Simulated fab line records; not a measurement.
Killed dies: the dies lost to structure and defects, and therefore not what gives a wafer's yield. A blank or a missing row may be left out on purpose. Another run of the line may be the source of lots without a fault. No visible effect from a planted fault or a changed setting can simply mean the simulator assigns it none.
Comparing a struck lot with a sound one || flow sky130 || 15 out of 708 route steps
Sound: these wafers, L753.1, L753.2, L753.6. The struck wafers were L761.1, L761.2, L761.4. The cause comes at the end.
At each step with rows: each side's tool, then ch and its chambers, then its first start. Under that, the readings that differ: sound wafers || struck wafers || difference of the means || sigmas: that difference in standard deviations of wafers without a fault.
alike: a reading whose means differ by less than 2 such deviations, as well as words and numbers matching on both sides. not compared: withheld readings; readings where some wafer has no value; bounds like >300 that might hide an equal value; numbers whose values overlap and for which the record gives no deviation.
A row with sigmas, a row that says differs or no value, or rows on one side alone: a step with any of these is where the two part. When numbers do not overlap yet have no deviation, they are printed without sigmas and do not part them. A reading that every wafer of one side lacks parts them only if that side has two wafers or more.

SKY_VIA3_OVL_MEAS_13:
  sound on overlay-01, day 41 20:16; struck on overlay-02, day 43 09:04
  alike: VIA3_OVL
then, 1 step without rows for these wafers: SKY_VIA3_ETCH_14 (etches BARC in N2/H2, stops on SiO2, time 45.9 s, target depth 60 nm).
SKY_VIA3_ETCH_15: etches SiO2 in C4F8/O2/Ar, stops on TiN, target depth 507 nm, time 78 s.
  sound on rieDiel-01 ch 1,2, day 41 20:21; struck on rieDiel-02 ch 0,1,2, day 43 09:09
  alike: oesProductAu
  not compared: rfHoursCounterH
SKY_VIA3_STRIP_16: strips in O2/N2.
  sound on plasmaAsher-01 ch 0,1, day 41 20:25; struck on plasmaAsher-04 ch 0,1, day 43 09:13
  alike: drypumpMotorCurrentA, oesProductAu, stripTimeToEndpointS
  not compared: rfHoursCounterH
then, 3 steps without rows for these wafers: SKY_VIA3_STRIP_17 (strips in post etch residue remover, time 1200 s); SKY_VIA3_CLEAN_18 (cleans in IPA, time 180 s); SKY_VIA3_CLEAN_19 (cleans in O3/DIW).
SKY_VIA3_SPUTTER_20: material TiN, target thk 20 nm, time 80 s.
  sound on pvdSputter-03, day 41 21:11; struck on pvdSputter-03, day 43 09:56
  alike: throttleValvePct
SKY_VIA3_CVD_21: deposits W, target thk 390 nm, time 117.31 s.
  sound on cvdW-01 ch 0,1, day 41 21:14; struck on cvdW-01 ch 0,1, day 43 09:59
  alike: heaterPowerW
SKY_VIA3_RS_MEAS_22: uses a four-point probe to measure.
  sound on filmMetro-04, day 41 21:22; struck on filmMetro-04, day 43 10:07
  alike: VIA3_W_RS
SKY_VIA3_THK_MEAS_23: measures by xrf.
  sound on filmMetro-04, day 41 21:29; struck on filmMetro-04, day 43 10:14
  alike: VIA3_W_THK
then, 1 step without rows for these wafers: SKY_VIA3_CMP_24 (polishes, stops on SiO2, t overpolish 20 s, target thk 0 nm).
SKY_METAL4_SPUTTER_00: material Ti, target thk 15 nm, time 10 s.
  sound on pvdSputter-02, day 41 21:50; struck on pvdSputter-02, day 43 10:35
{"reading": "model.Ti_of_METAL4_SPUTTER_00.thkNm (nm)", "sound": "14.81 14.75 14.66", "struck": "13.45 13.35 13.29", "difference": -1.38, "sigmas": ""}
  alike: throttleValvePct
SKY_METAL4_SPUTTER_01: material TiN, target thk 20 nm, time 16.7 s.
  sound on pvdSputter-02, day 41 21:52; struck on pvdSputter-02, day 43 10:37
  alike: throttleValvePct
then, 1 step without rows for these wafers: SKY_PAD_OPEN_PROBE_99.

WHERE THEY PART
Nowhere in this record.

WHY: the cause the simulator had injected
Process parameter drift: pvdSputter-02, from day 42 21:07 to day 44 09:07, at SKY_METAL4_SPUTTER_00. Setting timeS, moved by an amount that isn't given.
